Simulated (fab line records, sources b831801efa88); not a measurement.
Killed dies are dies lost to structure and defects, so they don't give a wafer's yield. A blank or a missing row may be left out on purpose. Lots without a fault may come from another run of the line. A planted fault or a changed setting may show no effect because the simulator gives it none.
fab line records | flow gf180mcu
record lots=6 wafers=18 last_day=34
route steps=602 shown MIM@520 M5@526
lots that met no fault: from a run of the same line without faults
start_h: hours from the record's first day to the start of the lot's first wafer shown | wait_h: hours since the lot's step before | " the same as in the row above | L1.1+2: a row that stands for several wafers | - no value, or no start given | * or withheld: withheld | < > ~ a bound
route shown NAME@n: a module of which the file shows steps, and the number in the route of the first | usual: mean/standard deviation of fault-free wafers | same: alike in all rows | chamber/n: place in a boat | sites: the reading at each site | _std_site: their standard deviation | _edge_site: outer sites' mean less inner sites' | radius_mm: how far each site lies from the wafer's centre | mask NAME#n: copy n | behind: the tool/chamber that last shaped the wafer | hold: why the lot was held/for how many hours/how that ended | device: the transistor (n, p or np) that didn't switch | end of line: the same wafers' tests at the end of the route | a step without rows: its recipe alone | killed: dies lost to structure and defects at the first sort, not the wafer's yield | map: a wafer's dies, x killed, . not, _ none there
set.NAME: the setting as run; set.NAME@STEP: as run at that earlier step | model.NAME: the simulator's own value behind a step, which no gauge read
lots at some steps of the route; a table a step, a row a wafer
services: from which hour (start_h, from the record's first day; less than 0 if before it) a tool's chamber was out of use, for how many hours, and why
## steps
# step GF_MIM_PEB_17
# recipe temp_c=withheld time_s=* resist=NOVOLAK
# step GF_MIM_DEVELOP_18
# recipe develop_time_s=60 dev_temp_c=23
# step GF_MIM_METAL_ETCH_19
# recipe chemistry=Cl2/BCl3 mask_material=NOVOLAK stop_on=Si3N4 target_depth_nm=324.5 pressure_mtorr=8 icp_w=800 bias_w=140 Cl2_flow_sccm=80 bcl3_flow_sccm=40 time_s=54.1
# usual drypump_motor_current_A=5.44/0.27 oes_product_au=0.944/0.0062 throttle_valve_pct=28.280/0.01
# columns lot.wafer tool chamber start_h wait_h drypump_motor_current_A oes_product_au rf_hours_counter_h throttle_valve_pct
L212.1 rie_metal-03 1 620.41 0.1 5.47 0.943 11 28.294
L212.4 " 0 " " 5.19 0.947 - 28.275
L212.6 " 0 " " 5.21 0.931 - 28.280
L218.1 rie_metal-02 0 662.96 0.1 5.59 0.952 4 28.272
L218.5 " 0 " " 5.57 0.952 - 28.284
L218.6 " 1 " " 5.58 0.949 - 28.278
L219.4 rie_metal-04 1 669.38 0.1 4.96 0.933 - 28.300
L219.5 " 1 " " 4.97 0.932 - 28.285
L219.6 " 0 " " 5.83 0.942 - 28.283
L225.2 rie_metal-03 1 711.66 0.1 5.47 0.948 3 28.278
L225.3 " 1 " " 5.48 0.959 - 28.269
L225.4 " 0 " " 5.23 0.945 - 28.266
L228.2 rie_metal-02 0 733.55 0.1 5.57 0.945 7 28.282
L228.3 " 0 " " 5.58 0.943 - 28.292
L228.4 " 1 " " 5.59 0.941 - 28.282
L230.4 rie_metal-02 1 746.78 0.1 5.62 0.936 - 28.283
L230.5 " 1 " " 5.62 0.938 - 28.279
L230.6 " 0 " " 5.59 0.952 - 28.279
# step GF_MIM_STRIP_20
# recipe chemistry=O2/N2 power_w=1400 pressure_mtorr=1500 platen_temp_c=250 o2_flow_sccm=3000 n2_flow_sccm=300 overash_fraction=0.5
# usual drypump_motor_current_A=5.9/0.58 heater_power_w=324/22 n2_flow_sccm=299.8/0.95 oes_product_au=0.692/0.0049 platen_temp_c=250.01/0.19 strip_time_to_endpoint_s=11.22/0.047
# columns lot.wafer tool chamber start_h wait_h drypump_motor_current_A heater_power_w n2_flow_sccm oes_product_au platen_temp_c rf_hours_counter_h strip_time_to_endpoint_s
L212.1 plasma_asher-03 0 620.49 0.1 5.2 350 300.7 0.694 250.14 107 11.27
L212.4 " 1 " " 5.7 329 299.6 0.699 249.87 - 11.25
L212.6 " 0 " " 5.2 356 300.9 0.703 250.11 - 11.27
L218.1 plasma_asher-03 1 663.03 0.0 5.7 321 301.3 0.684 249.95 111 11.20
L218.5 " 1 " " 5.7 319 301.0 0.692 249.79 - 11.22
L218.6 " 0 " " 5.3 348 299.8 0.696 249.78 - 11.21
L219.4 plasma_asher-03 1 669.46 0.1 5.7 325 300.0 0.690 249.74 - 11.20
L219.5 " 0 " " 5.3 340 299.2 0.693 250.11 - 11.20
L219.6 " 1 " " 5.7 330 300.9 0.690 250.18 - 11.18
L225.2 plasma_asher-01 0 711.73 0.0 6.8 372 300.9 0.686 250.06 102 11.20
L225.3 " 0 " " 6.7 362 300.2 0.692 249.94 - 11.23
L225.4 " 1 " " 5.0 299 300.9 0.693 249.92 - 11.24
L228.2 plasma_asher-02 0 733.63 0.0 5.6 322 299.9 0.696 249.85 53 11.29
L228.3 " 1 " " 6.5 306 299.4 0.697 250.10 - 11.29
L228.4 " 0 " " 5.6 319 298.1 0.689 249.73 - 11.28
L230.4 plasma_asher-02 0 746.86 0.1 5.6 319 299.3 0.692 250.20 - 11.13
L230.5 " 1 " " 6.4 307 298.2 0.683 250.19 - 11.16
L230.6 " 0 " " 5.6 321 299.0 0.683 250.38 - 11.18
# step GF_MIM_STRIP_21
# recipe chemistry=post_etch_residue_remover time_s=1200 temp_c=72.5
# step GF_MIM_CLEAN_22
# recipe chemistry=DIW dry=n2_spin
# step GF_M5_DEHYDRATE_00
# recipe temp_c=200 time_s=60
# step GF_M5_HMDS_01
# recipe prime_time_s=60 prime_temp_c=120
# step GF_M5_COAT_02
# recipe resist=KrF spin_rpm=withheld resist_thk_nm=1000
# step GF_M5_SOFTBAKE_03
# recipe temp_c=129 time_s=60 resist=KrF
# step GF_M5_EXPOSE_04
# recipe mask_id=Metal5 target_cd_nm=280 na=0.68 source_shape=conventional sigma_outer=0.6 dose_mj=28
# step GF_M5_PEB_05
# recipe peb_temp_c=135 peb_time_s=90 resist=KrF
# step GF_M5_DEVELOP_06
# recipe develop_time_s=60 dev_temp_c=21
# usual chill_plate_temp_C=22.99/0.11 develop_time_s=60/0 exhaust_pa=45.0/0.96 resist_line_temp_C=23.00/0.091
# columns lot.wafer tool chamber start_h wait_h chill_plate_temp_C develop_time_s exhaust_pa resist_line_temp_C model.KrF_of_M5_COAT_02.thk_nm
L212.1 litho_track-02 0 639.96 0.2 23.21 60 46.1 22.98 987.5
L212.4 " 0 " " 23.25 60 45.2 22.93 987.9
L212.6 " 0 " " 23.07 60 45.3 22.88 987
L218.1 litho_track-02 - 682.21 0.2 - - - - 997.6
L218.5 " - " " - - - - 1002
L218.6 " - " " - - - - 1000
L219.4 litho_track-01 - 689.23 0.1 - - - - 1004
L219.5 " - " " - - - - 1003
L219.6 " - " " - - - - 1003
L225.2 litho_track-04 0 729.83 0.2 22.98 60 44.5 22.95 990.7
L225.3 " 0 " " 23.09 60 46.0 23.07 991.4
L225.4 " 0 " " 22.89 60 45.4 22.96 991.7
L228.2 litho_track-02 0 750.94 0.2 23.11 60 45.4 22.88 986.5
L228.3 " 0 " " 23.04 60 45.9 23.00 983.5
L228.4 " 0 " " 23.05 60 45.0 22.91 984.9
L230.4 litho_track-01 0 763.48 0.1 22.90 60 44.5 23.02 984.8
L230.5 " 0 " " 22.93 60 46.6 23.11 981.2
L230.6 " 0 " " 23.12 60 45.8 23.03 982.6
# step GF_M5_CD_MEAS_07
# recipe target_cd_nm=280
# usual cd_nm=280.3/1.1
# columns lot.wafer tool chamber start_h wait_h cd_nm
L212.1 cd_sem-01 - 640.11 0.1 280.9
L212.4 " - " " 281.6
L212.6 " - " " 282.4
L218.1 cd_sem-02 - 682.36 0.1 -
L218.5 " - " " -
L218.6 " - " " -
L219.4 cd_sem-02 - 689.37 0.1 -
L219.5 " - " " -
L219.6 " - " " -
L225.2 cd_sem-01 - 729.98 0.1 278.7
L225.3 " - " " 279.6
L225.4 " - " " 279.7
L228.2 cd_sem-01 - 751.08 0.1 281.2
L228.3 " - " " 282.1
L228.4 " - " " 281.8
L230.4 cd_sem-01 - 763.62 0.1 282.5
L230.5 " - " " 281.3
L230.6 " - " " 282.4
## services
# columns tool chamber start_h hours kind
plasma_asher-02 - 617.82 5.2 repair
rie_metal-03 1 648.95 - clean
rie_metal-03 1 648.95 19.2 scheduled_down
rie_metal-03 1 648.95 19.2 vent_cycle
rie_metal-04 - 665.88 0.6 repair
plasma_asher-02 - 674.33 0.6 repair
rie_metal-03 0 679.26 - clean
rie_metal-03 0 679.26 26.3 scheduled_down
rie_metal-03 0 679.26 26.3 vent_cycle
rie_metal-04 - 686.08 0.7 repair
plasma_asher-03 - 698.33 7.2 pm
rie_metal-03 1 732.14 20.2 repair
plasma_asher-03 - 733.75 9.0 pm
plasma_asher-03 0 733.75 9.0 vent_cycle
plasma_asher-03 1 733.75 9.0 vent_cycle
plasma_asher-03 0 742.75 - clean
plasma_asher-03 1 742.75 - clean
plasma_asher-01 - 750.34 1.3 repair
## key
first_sign step=GF_M5_DEVELOP_06 reading=tool_record direction=missing
effect none on later readings
model_effect step=GF_M5_DEVELOP_06 value=KrF_of_M5_COAT_02.thk_nm without=988 struck=1002
met_at GF_M5_DEVELOP_06
struck_wafers L218.1,L218.5,L218.6,L219.4,L219.5,L219.6
later_rows_left_out L218.1,L218.5,L218.6,L219.4,L219.5,L219.6
sort_left_out L218.1,L218.5,L218.6,L219.4,L219.5,L219.6
onset_between 639.96 682.21
fault kind=skipped_step_whole tool=litho_track-01,litho_track-02 chamber=- onset_h=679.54 steps=GF_M5_DEVELOP_06 scope=struck_lots_only
# sort_left_out: the simulated sort isn't trusted on such a fault, so these wafers' sort isn't shown, and their yield isn't known
# later_rows_left_out: the simulator's readings of these wafers behind a module that went badly wrong aren't trusted and aren't shown, but for the sort
